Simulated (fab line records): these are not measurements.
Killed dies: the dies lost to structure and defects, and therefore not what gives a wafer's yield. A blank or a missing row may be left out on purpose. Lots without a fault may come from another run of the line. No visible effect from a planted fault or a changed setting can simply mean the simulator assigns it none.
Which tool is to blame?    flow gf180mcu    42 wafers from 14 lots sampled at 6 of the route's 602 steps

## WHAT THE GAUGES SHOWED, per wafer
GF_STI_BOW_MEAS_00.
lot   measured     on             INCOMING_BOW (um)
L822  day 1 15:00  film_metro-04  8 -7 -1
L823  day 1 20:01  film_metro-02  11 4 -9
L827  day 2 16:00  film_metro-01  -1 7 8
L830  day 3 07:04  film_metro-02  2 4 7
L831  day 3 12:04  film_metro-02  -8 -3 0
L834  day 4 03:00  film_metro-01  10 2 6
L835  day 4 08:01  film_metro-02  2 -11 2
L836  day 4 13:00  film_metro-02  3 13 -3
L837  day 4 18:00  film_metro-02  0 2 6
L839  day 5 04:00  film_metro-02  -7 -18 -4
L840  day 5 09:04  film_metro-04  -7 -7 5
L841  day 5 14:00  film_metro-02  4 -14 1
L842  day 5 19:01  film_metro-01  8 14 2
L844  day 6 05:01  film_metro-04  -9 -9 -2

GF_NWELL_TW_MEAS_11.
lot   measured     on             NWELL_TW
L822  day 3 13:37  film_metro-03  1575 1570 1576
L823  day 3 18:29  film_metro-03  1569 1577 1585
L827  day 4 15:31  film_metro-03  1582 1573 1578
L830  day 5 09:30  film_metro-04  30 30 30
L831  day 5 13:39  film_metro-03  30 30 30
L834  day 6 07:43  film_metro-01  1589 1586 1585
L835  day 6 15:28  film_metro-04  1581 1574 1589
L836  day 6 21:04  film_metro-01  1583 1594 1587
L837  day 7 00:34  film_metro-03  1580 1588 1587
L839  day 7 13:04  film_metro-01  1582 1582 1585
L840  day 7 16:44  film_metro-01  1582 1580 1576
L841  day 7 22:22  film_metro-01  1574 1576 1571
L842  day 8 03:35  film_metro-03  1580 1591 1583
L844  day 8 15:08  film_metro-03  1591 1577 1581

GF_V1_THK_MEAS_01.
lot   measured      on             V1_CVD_00_THK (nm)
L822  day 17 23:07  film_metro-02  610 601 609
L823  day 18 03:18  film_metro-04  617 603 612
L827  day 19 17:34  film_metro-02  607 591 602
L830  day 20 22:57  film_metro-02  602 599 607
L831  day 21 10:04  film_metro-01  610 599 615
L834  day 22 12:06  film_metro-02  601 602 601
L835  day 22 19:59  film_metro-02  585 596 593
L836  day 23 00:34  film_metro-01  592 598 604
L837  day 23 10:39  film_metro-02  592 597 606
L839  day 24 05:17  film_metro-01  597 600 598
L840  day 24 09:22  film_metro-01  589 592 596
L841  day 24 16:28  film_metro-01  610 593 605
L842  day 25 04:20  film_metro-02  595 605 597
L844  day 25 12:23  film_metro-01  599 607 608

GF_M2_OVL_MEAS_15.
lot   measured      on          M2_OVL (nm)
L822  day 20 02:05  overlay-01  -2 -6 -4
L823  day 20 06:07  overlay-02  -5 -9 -10
L827  day 21 19:29  overlay-02  -10 -15 -7
L830  day 23 01:21  overlay-02  -1 -1 1
L831  day 23 11:40  overlay-02  -4 -6 -4
L834  day 24 11:44  overlay-02  -5 1 -3
L835  day 24 19:36  overlay-02  2 4 0
L836  day 25 00:23  overlay-02  -11 -7 -1
L837  day 25 09:56  overlay-01  -7 -8 -11
L839  day 26 02:48  overlay-02  8 8 11
L840  day 26 06:16  overlay-02  -9 -8 -11
L841  day 26 13:43  overlay-02  -9 -8 -13
L842  day 27 00:35  overlay-02  -8 -10 -9
L844  day 27 08:33  overlay-02  -4 -7 -6

## WHICH TOOL RAN EACH LOT (tool, then ch and the chambers of the sampled wafers, then the start)
lot   GF_DNWELL_STRIP_08                   GF_NWELL_STRIP_10
L822  plasma_asher-04 ch 0,1, day 2 23:59  plasma_asher-01 ch 0,1, day 3 13:31
L823  plasma_asher-01 ch 0,1, day 3 04:32  plasma_asher-03 ch 0,1, day 3 18:22
L827  plasma_asher-01 ch 0,1, day 4 01:55  plasma_asher-01 ch 0,1, day 4 15:25
L830  plasma_asher-04 ch 0,1, day 4 18:31  plasma_asher-03 ch 0,1, day 5 09:24
L831  plasma_asher-02 ch 0,1, day 4 22:34  plasma_asher-01 ch 0,1, day 5 13:33
L834  plasma_asher-02 ch 0,1, day 5 16:26  plasma_asher-03 ch 0,1, day 6 07:37
L835  plasma_asher-02 ch 0, day 5 23:38    plasma_asher-04 ch 0,1, day 6 15:22
L836  plasma_asher-01 ch 0,1, day 6 05:10  plasma_asher-03 ch 0,1, day 6 20:58
L837  plasma_asher-01 ch 0,1, day 6 07:53  plasma_asher-04 ch 0,1, day 7 00:28
L839  plasma_asher-01 ch 0,1, day 6 20:26  plasma_asher-03 ch 0,1, day 7 12:58
L840  plasma_asher-02 ch 0,1, day 7 00:42  plasma_asher-01 ch 0,1, day 7 16:38
L841  plasma_asher-04 ch 0,1, day 7 05:47  plasma_asher-04 ch 1, day 7 22:16
L842  plasma_asher-02 ch 1, day 7 09:50    plasma_asher-01 ch 0,1, day 8 03:28
L844  plasma_asher-01 ch 0,1, day 7 21:44  plasma_asher-03 ch 0,1, day 8 15:01
- GF_DNWELL_STRIP_08: strips in O2/N2.
- GF_NWELL_STRIP_10: strips in O2/N2.

## WHAT THE TOOLS THEMSELVES READ (means of the sampled wafers that have a number; where no wafer has one, the mark that the record gives instead)
GF_DNWELL_STRIP_08.
lot   tool             chamber_pressure_mTorr (mTorr)  drypump_motor_current_A (A)  heater_power_w (W)  oes_product_au (a.u.)  strip_time_to_endpoint_s (s)
L822  plasma_asher-04  1499.9                          5.24                         304                 0.723                  36.96
L823  plasma_asher-01  1501.0                          5.81                         377                 0.726                  36.96
L827  plasma_asher-01  1500.7                          5.80                         373                 0.721                  37.00
L830  plasma_asher-04  -                               -                            -                   -                      -
L831  plasma_asher-02  -                               -                            -                   -                      -
L834  plasma_asher-02  1497.2                          5.52                         289                 0.722                  37.04
L835  plasma_asher-02  1498.6                          5.51                         281                 0.726                  37.01
L836  plasma_asher-01  1499.6                          5.81                         377                 0.722                  36.94
L837  plasma_asher-01  1499.6                          5.64                         380                 0.721                  36.76
L839  plasma_asher-01  1500.7                          5.80                         373                 0.728                  36.94
L840  plasma_asher-02  1498.1                          5.56                         295                 0.714                  36.78
L841  plasma_asher-04  1501.1                          5.05                         310                 0.722                  37.02
L842  plasma_asher-02  1500.4                          5.52                         301                 0.725                  36.88
L844  plasma_asher-01  1499.8                          5.65                         379                 0.723                  36.94

GF_NWELL_STRIP_10.
lot   tool             chamber_pressure_mTorr (mTorr)  drypump_motor_current_A (A)  heater_power_w (W)  oes_product_au (a.u.)  strip_time_to_endpoint_s (s)
L822  plasma_asher-01  1498.4                          5.6                          370                 0.722                  37.07
L823  plasma_asher-03  1499.3                          6.4                          370                 0.723                  37.00
L827  plasma_asher-01  1499.9                          5.7                          370                 0.720                  36.91
L830  plasma_asher-03  1500.0                          6.4                          367                 0.739                  81.14
L831  plasma_asher-01  1500.2                          5.8                          375                 0.740                  81.04
L834  plasma_asher-03  1500.6                          6.4                          366                 0.728                  36.98
L835  plasma_asher-04  1499.9                          5.2                          299                 0.721                  36.91
L836  plasma_asher-03  1500.4                          6.4                          371                 0.717                  36.99
L837  plasma_asher-04  1501.0                          5.2                          301                 0.728                  37.03
L839  plasma_asher-03  1501.3                          6.4                          342                 0.720                  37.00
L840  plasma_asher-01  1500.5                          5.8                          366                 0.720                  36.95
L841  plasma_asher-04  1499.0                          4.9                          326                 0.722                  36.89
L842  plasma_asher-01  1501.3                          5.7                          378                 0.721                  37.12
L844  plasma_asher-03  1499.2                          6.4                          349                 0.724                  36.91

## THE ANSWER, worked out from the rows above alone
Rule: what is usual is taken from the lots themselves. The widest of any qualifying gaps counts: lots, ordered by their means at a reading, are off when they make up no more than a third of the lots, leave a main group of 4 or more, and stand apart from it by 3 or more times the standard deviation of that group's means. The tables above print the reading to a certain number of digits; a main group whose means all agree to those digits is not used. A lot without any number at a reading at which 4 lots or more have one is off too. The other lots that the step has rows for count as sound. After the gauges, taken in route order, come the tools' own readings; for these a lot's mean is taken, as printed above. At the first step where some lot is off, the reading lying furthest off is the one used; lots without a number count as furthest.
Off: L830, L831, at GF_NWELL_TW_MEAS_11 (NWELL_TW). Main group: mean 1581, sd 4.6.
A tool fits if, at a process step before that reading, it ran every lot that is off, and no sound lot after the first of them. The gauges at GF_NWELL_TW_MEAS_11 aren't tried: what is off there is off at GF_DNWELL_STRIP_08 too, on other tools, and a gauge's error can't cause that. Not one of the candidates tried fits.

## WHAT HAD BEEN PUT IN BY THE SIMULATOR
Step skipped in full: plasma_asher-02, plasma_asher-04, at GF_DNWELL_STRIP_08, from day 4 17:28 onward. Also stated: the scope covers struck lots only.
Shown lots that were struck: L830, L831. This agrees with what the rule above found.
